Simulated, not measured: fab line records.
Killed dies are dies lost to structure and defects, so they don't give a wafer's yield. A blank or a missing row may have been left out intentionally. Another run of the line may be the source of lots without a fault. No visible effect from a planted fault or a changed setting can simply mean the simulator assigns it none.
Matching of chambers || flow sky130 || SKY_FIELD_ISO_CMP_27 on cmp-01: 4 sister chambers
The step polishes, stops on Si3N4, t overpolish 16 s, target thk 457.8 nm. 14 wafers are shown with their chamber, then 7 later ones without.

## WAFERS, EACH WITH ITS CHAMBER
{"wafer": "L695.2", "chamber": 3, "time_to_endpoint_s (s)": 114, "motor_current_A (A)": 13.5, "head_pressure_psi (psi)": 3.997}
{"wafer": "L695.3", "chamber": 2, "time_to_endpoint_s (s)": 107, "motor_current_A (A)": 9.8, "head_pressure_psi (psi)": 4.004}
{"wafer": "L695.6", "chamber": 3, "time_to_endpoint_s (s)": 110, "motor_current_A (A)": 12.3, "head_pressure_psi (psi)": 3.989}
{"wafer": "L696.1", "chamber": 3, "time_to_endpoint_s (s)": 113, "motor_current_A (A)": 12.2, "head_pressure_psi (psi)": 4.004}
{"wafer": "L696.2", "chamber": 1, "time_to_endpoint_s (s)": 105, "motor_current_A (A)": 12.0, "head_pressure_psi (psi)": 3.997}
{"wafer": "L696.6", "chamber": 3, "time_to_endpoint_s (s)": 111, "motor_current_A (A)": 12.2, "head_pressure_psi (psi)": 3.999}
{"wafer": "L698.2", "chamber": 0, "time_to_endpoint_s (s)": 105, "motor_current_A (A)": 12.4, "head_pressure_psi (psi)": 3.999}
{"wafer": "L698.4", "chamber": 1, "time_to_endpoint_s (s)": 105, "motor_current_A (A)": 11.3, "head_pressure_psi (psi)": 4.001}
{"wafer": "L698.5", "chamber": 3, "time_to_endpoint_s (s)": 116, "motor_current_A (A)": 12.6, "head_pressure_psi (psi)": 4.007}
{"wafer": "L705.4", "chamber": 0, "time_to_endpoint_s (s)": 104, "motor_current_A (A)": 13.4, "head_pressure_psi (psi)": 4.006}
{"wafer": "L705.5", "chamber": 0, "time_to_endpoint_s (s)": 105, "motor_current_A (A)": 12.9, "head_pressure_psi (psi)": 3.997}
{"wafer": "L705.6", "chamber": 3, "time_to_endpoint_s (s)": 111, "motor_current_A (A)": 13.0, "head_pressure_psi (psi)": 3.994}
{"wafer": "L713.1", "chamber": 2, "time_to_endpoint_s (s)": 106, "motor_current_A (A)": 9.3, "head_pressure_psi (psi)": 4.002}
{"wafer": "L713.4", "chamber": 3, "time_to_endpoint_s (s)": 114, "motor_current_A (A)": 12.6, "head_pressure_psi (psi)": 4.021}

SIGNATURES (means of the wafers above)
{"reading": "time_to_endpoint_s", "chamber 0": 104.67, "chamber 1": 105.00, "chamber 2": 106.50, "chamber 3": 112.71, "scatter within a chamber": 1.69}
{"reading": "motor_current_A", "chamber 0": 12.900, "chamber 1": 11.650, "chamber 2": 9.550, "chamber 3": 12.629, "scatter within a chamber": 0.474}
{"reading": "head_pressure_psi", "chamber 0": 4.00067, "chamber 1": 3.99900, "chamber 2": 4.00300, "chamber 3": 4.00157, "scatter within a chamber": 0.00843}
Rule: for a wafer and a chamber, the distance is found by dividing, reading by reading, the gap between the wafer's reading and the chamber's mean by the reading's scatter, squaring, summing and taking the root. If the next closest chamber is less than 2 further off than the closest, the wafer can't be placed; otherwise it belongs to the closest. How the scatter is found: for the shown wafers, subtract from each reading the mean of its chamber, square and add these, divide the total by (wafers less chambers), then take the root.

## WAFERS WITHOUT THEIR CHAMBER
{"wafer": "L713.5", "time_to_endpoint_s (s)": 103, "motor_current_A (A)": 9.7, "head_pressure_psi (psi)": 4.004}
{"wafer": "L714.3", "time_to_endpoint_s (s)": 110, "motor_current_A (A)": 12.4, "head_pressure_psi (psi)": 3.998}
{"wafer": "L714.5", "time_to_endpoint_s (s)": 114, "motor_current_A (A)": 9.7, "head_pressure_psi (psi)": 4.003}
{"wafer": "L714.6", "time_to_endpoint_s (s)": 112, "motor_current_A (A)": 11.8, "head_pressure_psi (psi)": 4.009}
{"wafer": "L717.1", "time_to_endpoint_s (s)": 107, "motor_current_A (A)": 11.9, "head_pressure_psi (psi)": 4.001}
{"wafer": "L717.2", "time_to_endpoint_s (s)": 110, "motor_current_A (A)": 9.9, "head_pressure_psi (psi)": 4.017}
{"wafer": "L717.3", "time_to_endpoint_s (s)": 112, "motor_current_A (A)": 12.5, "head_pressure_psi (psi)": 4.000}

## EACH ONE'S CHAMBER
{"wafer": "L713.5", "from the rows above": 2, "in truth": 2}
{"wafer": "L714.3", "from the rows above": "can't be placed: 3 or 0 or 1", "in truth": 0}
{"wafer": "L714.5", "from the rows above": "can't be placed: 2 or 3", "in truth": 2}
{"wafer": "L714.6", "from the rows above": 3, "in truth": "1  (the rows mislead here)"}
{"wafer": "L717.1", "from the rows above": "can't be placed: 1 or 0", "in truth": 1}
{"wafer": "L717.2", "from the rows above": 2, "in truth": 2}
{"wafer": "L717.3", "from the rows above": 3, "in truth": 3}
Correctly placed: 3 of 7. These rows do not allow placing 3 (true chamber among the candidates in 3). 1 placed wrongly.
